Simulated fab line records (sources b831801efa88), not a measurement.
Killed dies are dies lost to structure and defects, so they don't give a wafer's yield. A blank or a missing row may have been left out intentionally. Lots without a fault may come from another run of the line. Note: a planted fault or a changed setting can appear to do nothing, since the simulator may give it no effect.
Matching of chambers ; flow gf180mcu ; GF_STI_CMP_25 on cmp-02 has 4 sister chambers
The step polishes, stops on Si3N4, t overpolish 33 s, target thk 524.6 nm. 8 wafers are shown with their chamber, then 8 later ones without.

== WAFERS WITH THEIR CHAMBER ==
wafer;chamber;timeToEndpointS (s);motorCurrentA (A)
L938.1;1;133;11.8
L938.3;2;125;12.0
L939.4;3;123;13.1
L939.5;3;124;12.7
L940.1;1;133;11.8
L940.2;2;124;12.3
L940.6;0;122;12.6
L941.1;0;119;12.4

== WAFERS WITHOUT THEIR CHAMBER ==
wafer;timeToEndpointS (s);motorCurrentA (A)
L941.2;135;11.5
L941.4;124;12.7
L944.2;117;12.6
L944.3;132;12.2
L944.5;119;11.9
L947.1;118;13.4
L947.3;125;12.7
L947.5;124;11.6

== WHICH CHAMBER EACH WENT THROUGH ==
wafer;from the rows above;in truth
L941.2;1;1
L941.4;can't be placed: 3 or 2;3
L944.2;0;0
L944.3;1;1
L944.5;can't be placed: 0 or 2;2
L947.1;can't be placed: 0 or 3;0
L947.3;can't be placed: 3 or 2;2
L947.5;2;2
4 of 8 placed correctly. From these rows, 4 cannot be placed; in 4 the true chamber is one of the candidates. Wrongly placed: 0.
How it was worked out, from the rows above alone: a wafer's distance from a chamber is the root of the sum, over the readings, of the square of ((its reading less the chamber's mean) divided by the reading's scatter). If the next closest chamber is less than 2 further off than the closest, the wafer can't be placed; otherwise it belongs to the closest. For every chamber, the mean is computed from those of its wafers that are shown. The scatter is the square root of a quotient: the sum, over the shown wafers, of each reading's squared deviation from its chamber's mean, divided by wafers minus chambers.
